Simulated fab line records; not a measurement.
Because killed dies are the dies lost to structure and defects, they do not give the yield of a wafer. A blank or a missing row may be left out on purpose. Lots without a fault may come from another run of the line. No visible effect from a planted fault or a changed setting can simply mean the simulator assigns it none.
fab line records ; flow sky130
record lots=11; wafers=33; lastDay=50
route steps=708 shown VIA2@510 CAPM@544 PAD_OPEN@708
lots that met no fault: taken from a fault-free run of the same line
startH: hours from the record's opening day to when the first of the lot's shown wafers began ; waitH: time in hours since the lot's previous step ; " the same as in the row above ; L1.1+2: several wafers, shown together as one row ; - no value, or no start given ; * or withheld: withheld ; < > ~ a bound
route shown NAME@n: a module of which the file shows steps, and the number in the route of the first ; usual: mean/standard deviation taken from wafers without a fault ; same: alike in all rows ; chamber/n: place in a boat ; sites: per-site readings ; _std_site: their standard deviation ; _edge_site: the outer-site mean with the inner-site mean subtracted ; radiusMm: how far each site lies from the wafer's centre ; mask NAME#n: copy n ; behind: the tool/chamber that last shaped the wafer ; hold: reason for holding the lot/hours on hold/outcome of the hold ; device: whichever transistor did not switch (one of n, p or np) ; end of line: tests run on the same wafers once the route is complete ; where a step has no rows: the recipe by itself ; killed: the dies lost at the first sort to structure and to defects; this is not the yield of the wafer ; map: per-die view of a wafer (x killed, . not killed, _ where there is no die)
set.NAME: the run value of the setting; set.NAME@STEP: its run value at that earlier step ; model.NAME: the simulator's own value behind a step, which no gauge read
the route's steps for a sample of lots (tables are steps, rows are wafers)
services: from which hour (startH, from the record's first day; less than 0 if before it) a tool's chamber was out of use, for how many hours, and why
## steps
# step SKY_VIA2_BOW_MEAS_03
# recipe mode=bow
# usual VIA2_BOW=86/7.2
lot.wafer;tool;chamber;startH;waitH;VIA2_BOW[um]
L191.1;filmMetro-02;-;836.76;0.1;97
L191.2;filmMetro-02;-;836.76;0.1;92
L191.5;filmMetro-02;-;836.76;0.1;95
L192.1;filmMetro-02;-;853.23;0.2;99
L192.2;filmMetro-02;-;853.23;0.2;98
L192.6;filmMetro-02;-;853.23;0.2;95
L194.2;filmMetro-02;-;861.23;0.3;89
L194.5;filmMetro-02;-;861.23;0.3;80
L194.6;filmMetro-02;-;861.23;0.3;91
L195.3;filmMetro-02;-;866.61;0.2;90
L195.4;filmMetro-02;-;866.61;0.2;95
L195.6;filmMetro-02;-;866.61;0.2;81
L196.1;filmMetro-02;-;877.88;0.1;79
L196.5;filmMetro-02;-;877.88;0.1;86
L196.6;filmMetro-02;-;877.88;0.1;83
L197.1;filmMetro-02;-;880.68;0.1;80
L197.4;filmMetro-02;-;880.68;0.1;84
L197.6;filmMetro-02;-;880.68;0.1;94
L203.2;filmMetro-01;-;935.59;0.3;88
L203.3;filmMetro-01;-;935.59;0.3;86
L203.6;filmMetro-01;-;935.59;0.3;79
L205.1;filmMetro-04;-;940.01;0.1;75
L205.4;filmMetro-04;-;940.01;0.1;69
L205.6;filmMetro-04;-;940.01;0.1;76
L206.4;filmMetro-02;-;951.86;0.3;97
L206.5;filmMetro-02;-;951.86;0.3;77
L206.6;filmMetro-02;-;951.86;0.3;96
L209.2;filmMetro-01;-;970.27;0.2;100
L209.4;filmMetro-01;-;970.27;0.2;92
L209.6;filmMetro-01;-;970.27;0.2;73
L212.3;filmMetro-02;-;991.96;0.2;85
L212.4;filmMetro-02;-;991.96;0.2;92
L212.6;filmMetro-02;-;991.96;0.2;93
# step SKY_VIA2_CMP_24
# recipe stopOn=SiO2; tOverpolishS=20; downForcePsi=3.5; platenRpm=60; targetThkNm=0; padVelocityMS=0.94248
# usual edgeZonePressureFrac=0.999/0.0042; motorCurrentA=11.0/0.6; overpolishRunS=20.001/0.0085; timeToEndpointS=101/3.7
lot.wafer;tool;chamber;startH;waitH;edgeZonePressureFrac;motorCurrentA;overpolishRunS;timeToEndpointS
L191.2;cmp-01;2;863.68;0.0;1.002;10.9;20.002;95
L191.1;cmp-01;1;863.68;0.0;0.995;11.7;19.987;100
L191.5;cmp-01;2;863.68;0.0;0.997;11.0;19.995;98
L192.2;cmp-01;1;880.50;0.0;0.999;11.1;20.007;104
L192.1;cmp-01;2;880.50;0.0;1.004;10.7;20.016;99
L192.6;cmp-01;2;880.50;0.0;0.998;11.3;20.012;103
L194.2;cmp-01;0;888.51;0.1;1.005;11.2;20.009;102
L194.5;cmp-01;2;888.51;0.1;1.003;11.1;19.993;102
L194.6;cmp-01;3;888.51;0.1;1.001;11.5;20.009;103
L195.4;cmp-02;3;894.36;0.1;0.999;9.6;20.010;100
L195.3;cmp-02;0;894.36;0.1;0.995;11.2;20.007;103
L195.6;cmp-02;2;894.36;0.1;0.995;12.0;20.016;99
L196.1;cmp-01;1;904.51;0.2;1.003;11.2;20.002;105
L196.6;cmp-01;2;904.51;0.2;1.008;11.4;20.005;101
L196.5;cmp-01;3;904.51;0.2;0.993;11.2;19.997;107
L197.1;cmp-01;2;907.06;0.1;1.000;11.2;20.016;100
L197.4;cmp-01;3;907.06;0.1;1.002;10.5;20.000;103
L197.6;cmp-01;1;907.06;0.1;1.004;11.5;19.991;105
L203.3;cmp-01;3;961.38;0.0;1.005;11.4;19.990;98
L203.2;cmp-01;0;961.38;0.0;0.995;10.4;20.004;98
L203.6;cmp-01;3;961.38;0.0;0.993;11.2;19.998;98
L205.1;cmp-01;3;965.43;0.1;1.003;11.0;20.003;99
L205.4;cmp-01;0;965.43;0.1;0.998;11.4;20.000;97
L205.6;cmp-01;2;965.43;0.1;1.007;10.8;20.001;96
L206.4;cmp-01;0;977.40;0.2;0.996;11.0;20.004;103
L206.6;cmp-01;1;977.40;0.2;1.007;11.7;20.005;100
L206.5;cmp-01;2;977.40;0.2;0.999;11.0;19.984;101
L209.4;cmp-01;2;994.21;0.0;0.990;10.4;19.998;98
L209.2;cmp-01;3;994.21;0.0;1.000;10.5;20.005;97
L209.6;cmp-01;2;994.21;0.0;0.995;10.7;20.002;95
L212.3;cmp-02;2;1016.98;0.0;0.997;11.6;19.980;102
L212.4;cmp-02;0;1016.98;0.0;1.001;11.2;20.010;104
L212.6;cmp-02;2;1016.98;0.0;0.996;12.2;19.989;103
# step SKY_CAPM_COAT_07
# recipe resist=NOVOLAK; spinRpm=3000; resistThkNm=1140
# usual chillPlateTempC=22.99/0.1; resistLineTempC=23.02/0.1; spinSpeedRpm=2999.8/2
lot.wafer;tool;chamber;startH;waitH;chillPlateTempC;resistLineTempC;spinSpeedRpm
L191.1;lithoTrack-04;0;877.47;0.1;22.93;23.01;3000.7
L191.2;lithoTrack-04;0;877.47;0.1;23.14;22.96;3000.4
L191.5;lithoTrack-04;0;877.47;0.1;22.96;22.95;3001.0
L192.1;lithoTrack-02;0;893.63;0.1;22.90;23.02;3002.0
L192.2;lithoTrack-02;0;893.63;0.1;23.01;22.89;2999.2
L192.6;lithoTrack-02;0;893.63;0.1;22.80;22.99;3000.6
L194.2;lithoTrack-03;0;901.69;0.1;22.96;23.00;3002.1
L194.5;lithoTrack-03;0;901.69;0.1;22.84;23.09;3001.2
L194.6;lithoTrack-03;0;901.69;0.1;23.02;22.99;2997.0
L195.3;lithoTrack-04;0;907.37;0.1;23.04;23.03;3001.0
L195.4;lithoTrack-04;0;907.37;0.1;23.03;22.93;3000.0
L195.6;lithoTrack-04;0;907.37;0.1;23.06;23.03;2998.2
L196.1;lithoTrack-02;0;916.68;0.1;23.00;23.16;2998.7
L196.5;lithoTrack-02;0;916.68;0.1;23.16;23.30;2995.8
L196.6;lithoTrack-02;0;916.68;0.1;23.04;23.27;2998.7
L197.1;lithoTrack-02;0;919.83;0.1;23.01;22.98;3000.4
L197.4;lithoTrack-02;0;919.83;0.1;22.92;22.83;2999.5
L197.6;lithoTrack-02;0;919.83;0.1;22.82;23.01;3000.4
L203.2;lithoTrack-02;0;973.90;0.1;23.05;23.08;3213.6
L203.3;lithoTrack-02;0;973.90;0.1;23.04;23.18;3213.8
L203.6;lithoTrack-02;0;973.90;0.1;22.97;23.03;3215.9
L205.1;lithoTrack-02;0;978.13;0.1;23.07;23.11;3217.5
L205.4;lithoTrack-02;0;978.13;0.1;23.07;22.89;3217.0
L205.6;lithoTrack-02;0;978.13;0.1;23.04;23.02;3219.3
L206.4;lithoTrack-03;0;989.04;0.1;23.02;23.04;2998.1
L206.5;lithoTrack-03;0;989.04;0.1;22.95;22.93;2999.6
L206.6;lithoTrack-03;0;989.04;0.1;22.97;23.04;3002.1
L209.2;lithoTrack-04;0;1007.10;0.1;22.96;23.19;3001.9
L209.4;lithoTrack-04;0;1007.10;0.1;23.00;23.14;3002.0
L209.6;lithoTrack-04;0;1007.10;0.1;22.90;23.15;3001.1
L212.3;lithoTrack-04;0;1029.32;0.1;22.97;23.10;3000.7
L212.4;lithoTrack-04;0;1029.32;0.1;23.00;23.13;2998.8
L212.6;lithoTrack-04;0;1029.32;0.1;23.06;22.93;2997.3
# step SKY_CAPM_METAL_ETCH_13
# recipe targetDepthNm=220; stopOn=SiO2; chemistry=Cl2/BCl3; target=TiN; pressureMtorr=10; icpW=900; biasW=48.5; Cl2_flow_sccm=60; bcl3FlowSccm=30; timeS=65.24
# usual drypumpMotorCurrentA=5.9/0.55; oesProductAu=0.933/0.0097; throttleValvePct=21.905/0.011
lot.wafer;tool;chamber;startH;waitH;drypumpMotorCurrentA;oesProductAu;rfHoursCounterH;throttleValvePct
L191.1;rieMetal-01;0;890.31;0.0;6.4;0.935;10;21.902
L191.2;rieMetal-01;1;890.31;0.0;5.4;0.936;2;21.901
L191.5;rieMetal-01;0;890.31;0.0;6.3;0.927;-;21.888
L192.1;rieMetal-01;0;906.71;0.0;6.4;0.928;10;21.900
L192.2;rieMetal-01;1;906.71;0.0;5.4;0.927;3;21.909
L192.6;rieMetal-01;0;906.71;0.0;6.4;0.934;-;21.903
L194.2;rieMetal-02;0;913.70;0.0;6.2;0.929;7;21.911
L194.5;rieMetal-02;1;913.70;0.0;5.6;0.935;-;21.911
L194.6;rieMetal-02;0;913.70;0.0;6.2;0.932;-;21.918
L195.3;rieMetal-02;0;920.18;0.0;6.2;0.922;-;21.907
L195.4;rieMetal-02;1;920.18;0.0;5.6;0.921;-;21.918
L195.6;rieMetal-02;0;920.18;0.0;6.3;0.919;-;21.917
L196.1;rieMetal-01;0;929.46;0.0;6.4;0.917;11;21.920
L196.5;rieMetal-01;1;929.46;0.0;5.3;0.922;-;21.902
L196.6;rieMetal-01;0;929.46;0.0;6.4;0.928;-;21.892
L197.1;rieMetal-02;1;932.60;0.0;5.6;0.946;5;21.896
L197.4;rieMetal-02;1;932.60;0.0;5.6;0.951;-;21.895
L197.6;rieMetal-02;0;932.60;0.0;6.2;0.946;-;21.880
L203.2;rieMetal-03;1;985.71;0.0;6.7;0.939;16;21.904
L203.3;rieMetal-03;1;985.71;0.0;6.8;0.945;-;21.906
L203.6;rieMetal-03;0;985.71;0.0;5.1;0.938;-;21.901
L205.1;rieMetal-01;1;989.60;0.0;5.4;0.936;7;21.916
L205.4;rieMetal-01;0;989.60;0.0;6.4;0.923;-;21.896
L205.6;rieMetal-01;0;989.60;0.0;6.4;0.920;-;21.906
L206.4;rieMetal-01;1;1001.68;0.0;5.4;0.926;-;21.905
L206.5;rieMetal-01;1;1001.68;0.0;5.4;0.932;-;21.890
L206.6;rieMetal-01;0;1001.68;0.0;6.4;0.929;-;21.909
L209.2;rieMetal-03;0;1018.25;0.0;5.1;0.925;2;21.895
L209.4;rieMetal-03;1;1018.25;0.0;6.8;0.927;-;21.907
L209.6;rieMetal-03;0;1018.25;0.0;5.1;0.920;-;21.895
L212.3;rieMetal-02;0;1040.03;0.0;6.2;0.943;-;21.904
L212.4;rieMetal-02;1;1040.03;0.0;5.6;0.942;-;21.892
L212.6;rieMetal-02;1;1040.03;0.0;5.6;0.942;-;21.910
# step SKY_CAPM_STRIP_14
# recipe chemistry=O2/N2; powerW=1400; pressureMtorr=1500; platenTempC=withheld; o2FlowSccm=3000; n2FlowSccm=300; overashFraction=0.5
# usual drypumpMotorCurrentA=5.9/0.47; oesProductAu=0.710/0.0048; stripTimeToEndpointS=12.62/0.053
# same overashFraction=0.5
lot.wafer;tool;chamber;startH;waitH;drypumpMotorCurrentA;oesProductAu;rfHoursCounterH;stripTimeToEndpointS
L191.1;plasmaAsher-03;1;890.38;0.1;5.8;0.705;46;12.69
L191.2;plasmaAsher-03;0;890.38;0.1;6.8;0.708;46;12.70
L191.5;plasmaAsher-03;1;890.38;0.1;5.9;0.704;-;12.67
L192.1;plasmaAsher-04;1;906.78;0.1;5.8;0.714;108;12.68
L192.2;plasmaAsher-04;0;906.78;0.1;5.4;0.721;108;12.67
L192.6;plasmaAsher-04;0;906.78;0.1;5.3;0.710;-;12.66
L194.2;plasmaAsher-03;1;913.78;0.1;5.8;0.711;48;12.48
L194.5;plasmaAsher-03;1;913.78;0.1;5.8;0.705;-;12.54
L194.6;plasmaAsher-03;0;913.78;0.1;6.7;0.711;-;12.54
L195.3;plasmaAsher-04;1;920.27;0.1;5.9;0.707;-;12.59
L195.4;plasmaAsher-04;0;920.27;0.1;5.3;0.722;-;12.62
L195.6;plasmaAsher-04;1;920.27;0.1;5.9;0.710;-;12.63
L196.1;plasmaAsher-01;1;929.54;0.1;5.7;0.703;79;12.68
L196.5;plasmaAsher-01;1;929.54;0.1;5.8;0.708;-;12.65
L196.6;plasmaAsher-01;0;929.54;0.1;5.5;0.712;-;12.70
L197.1;plasmaAsher-04;1;932.68;0.1;5.9;0.712;111;12.67
L197.4;plasmaAsher-04;0;932.68;0.1;5.3;0.706;-;12.64
L197.6;plasmaAsher-04;1;932.68;0.1;5.9;0.706;-;12.62
L203.2;plasmaAsher-01;0;985.79;0.1;5.5;0.712;85;12.16
L203.3;plasmaAsher-01;1;985.79;0.1;5.7;0.705;-;12.17
L203.6;plasmaAsher-01;0;985.79;0.1;5.5;0.715;-;12.16
L205.1;plasmaAsher-03;0;989.70;0.1;6.8;0.698;56;12.16
L205.4;plasmaAsher-03;1;989.70;0.1;5.8;0.708;-;12.18
L205.6;plasmaAsher-03;1;989.70;0.1;5.8;0.706;-;12.15
L206.4;plasmaAsher-01;1;1001.76;0.1;5.7;0.712;-;12.59
L206.5;plasmaAsher-01;1;1001.76;0.1;5.8;0.709;-;12.62
L206.6;plasmaAsher-01;0;1001.76;0.1;5.5;0.707;-;12.58
L209.2;plasmaAsher-01;0;1018.33;0.1;5.5;0.712;89;12.62
L209.4;plasmaAsher-01;0;1018.33;0.1;5.5;0.716;-;12.57
L209.6;plasmaAsher-01;0;1018.33;0.1;5.5;0.703;-;12.59
L212.3;plasmaAsher-04;1;1040.11;0.1;5.9;0.707;-;12.65
L212.4;plasmaAsher-04;0;1040.11;0.1;5.4;0.704;-;12.64
L212.6;plasmaAsher-04;1;1040.11;0.1;5.9;0.714;-;12.61
# step SKY_PAD_OPEN_PROBE_99
# usual defectLimitedYield=82.6/1.7; killed_at_M0_to_M3=43/6.5; killed_at_M4_up=3.2/1.9; killedAtContacts=25/5.5; killedAtFrontEnd=14/4.2; killedAtOther=0.2/0.44; killedDies=85/8.5; killedOpen=47/7; killedShort=39/6.3; sort_bin_3_pad_short=0.9/0.46; sort_bin_5_function=10.3/1.4; sort_bin_6_memory=6.2/1.2; sortNPass=407/8.5; sortYieldPct=82.6/1.7
# same grossDies=492; killedAtBackSide=0; sort_bin_4_leakage[%]=0; sort_bin_8_speed[%]=0
lot.wafer;tool;chamber;startH;waitH;defectLimitedYield[%];killed_at_M0_to_M3;killed_at_M4_up;killedAtContacts;killedAtFrontEnd;killedAtOther;killedDies;killedOpen;killedShort;sort_bin_3_pad_short[%];sort_bin_5_function[%];sort_bin_6_memory[%];sortNPass;sortYieldPct[%]
L203.2;prober-01;-;1165.53;0.1;83.5;43;2;27;9;0;81;47;34;0.6;10.8;5.1;411;83.5
L203.3;prober-01;-;1165.58;0.2;82.7;43;4;22;16;0;85;49;36;0.8;8.7;7.7;407;82.7
L203.6;prober-01;-;1165.73;0.2;82.7;54;2;18;11;0;85;44;41;0.8;11.0;5.5;407;82.7
L206.4;prober-02;-;1178.55;0.2;81.9;43;1;21;23;1;89;52;37;1.4;9.3;7.3;403;81.9
L206.5;prober-02;-;1178.60;0.2;83.1;40;7;20;16;0;83;45;38;0.6;11.0;5.3;409;83.1
L206.6;prober-02;-;1178.65;0.2;83.1;39;6;28;10;0;83;49;34;0.4;8.7;7.7;409;83.1
# killed by level:class
L203.2 CONTACT:geometricParticle:open=10 VIA3:geometricParticle:open=9 CONTACT:geometricParticle:short=8 VIA1:geometricParticle:open=8 VIA2:geometricParticle:open=6 LOCAL_INTERCONNECT:geometricParticle:short=4 VIA1:geometricParticle:short=4 METAL1:geometricParticle:open=4
L203.3 VIA1:geometricParticle:open=16 VIA2:geometricParticle:open=9 CONTACT:geometricParticle:open=7 FIELD_ISO:geometricParticle:short=5 LI_CONTACT:geometricParticle:open=5 CONTACT:geometricParticle:short=5 METAL1:geometricParticle:short=5 METAL2:geometricParticle:short=4
L203.6 VIA1:geometricParticle:open=14 VIA2:geometricParticle:open=9 VIA1:geometricParticle:short=8 CONTACT:geometricParticle:short=7 METAL1:geometricParticle:short=5 METAL2:geometricParticle:short=5 FIELD_ISO:geometricParticle:open=4 CONTACT:geometricParticle:open=4
L206.4 VIA1:geometricParticle:open=12 FIELD_ISO:geometricParticle:open=8 CONTACT:geometricParticle:open=7 VIA3:geometricParticle:open=7 FIELD_ISO:geometricParticle:short=6 VIA2:geometricParticle:open=6 METAL1:geometricParticle:short=5 POLY_GATE:geometricParticle:short=4
L206.5 VIA1:geometricParticle:open=12 LI_CONTACT:geometricParticle:open=7 CONTACT:geometricParticle:open=7 VIA2:geometricParticle:short=6 POLY_GATE:geometricParticle:open=5 VIA1:geometricParticle:short=5 METAL2:geometricParticle:short=5 FIELD_ISO:geometricParticle:short=4
L206.6 VIA1:geometricParticle:open=12 VIA2:geometricParticle:open=9 CONTACT:geometricParticle:open=8 METAL2:geometricParticle:short=7 LI_CONTACT:geometricParticle:open=7 LOCAL_INTERCONNECT:geometricParticle:short=7 FIELD_ISO:geometricParticle:open=4 CONTACT:geometricParticle:short=4
## services
tool;chamber;startH;hours;kind
plasmaAsher-01;-;851.04;1.6;repair
plasmaAsher-04;-;866.52;2.8;pm
rieMetal-01;-;875.60;3.3;repair
plasmaAsher-01;-;905.07;11.0;repair
cmp-01;-;912.05;4.0;pm
cmp-01;-;916.05;-;consumableReplace:conditioner
cmp-01;-;916.05;-;consumableReplace:pad
rieMetal-03;-;947.14;0.7;repair
plasmaAsher-04;-;956.04;5.2;repair
rieMetal-03;0;958.67;-;clean
rieMetal-03;0;958.67;20.5;scheduledDown
rieMetal-03;0;958.67;20.5;ventCycle
plasmaAsher-01;-;977.57;0.7;repair
plasmaAsher-01;-;987.59;0.6;repair
rieMetal-01;0;994.28;6.7;repair
cmp-01;-;997.22;1.6;repair
cmp-02;-;998.89;6.8;pm
cmp-01;-;1013.63;4.2;pm
cmp-01;-;1020.90;1.5;repair
## key
firstSign step=SKY_CAPM_COAT_07; reading=spinSpeedRpm; direction=up; sigmas=99+; usual=2999.8; struck=3216.2
effect step=SKY_CAPM_STRIP_14; reading=stripTimeToEndpointS; direction=down; sigmas=8.6; usual=*; struck=*
metAt SKY_CAPM_COAT_07
struckLots L203,L205
notActingAt SKY_VIA2_BOW_MEAS_03,SKY_VIA2_CMP_24,SKY_CAPM_METAL_ETCH_13
onsetBetween 919.83 973.90
fault kind=processParameterDrift; tool=lithoTrack-02; chamber=-; onsetH=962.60; steps=SKY_CAPM_COAT_07; channel=spinRpm; offset=216.49; shape=step; endH=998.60; actsIn=theseRecipesOnly; stated=3000
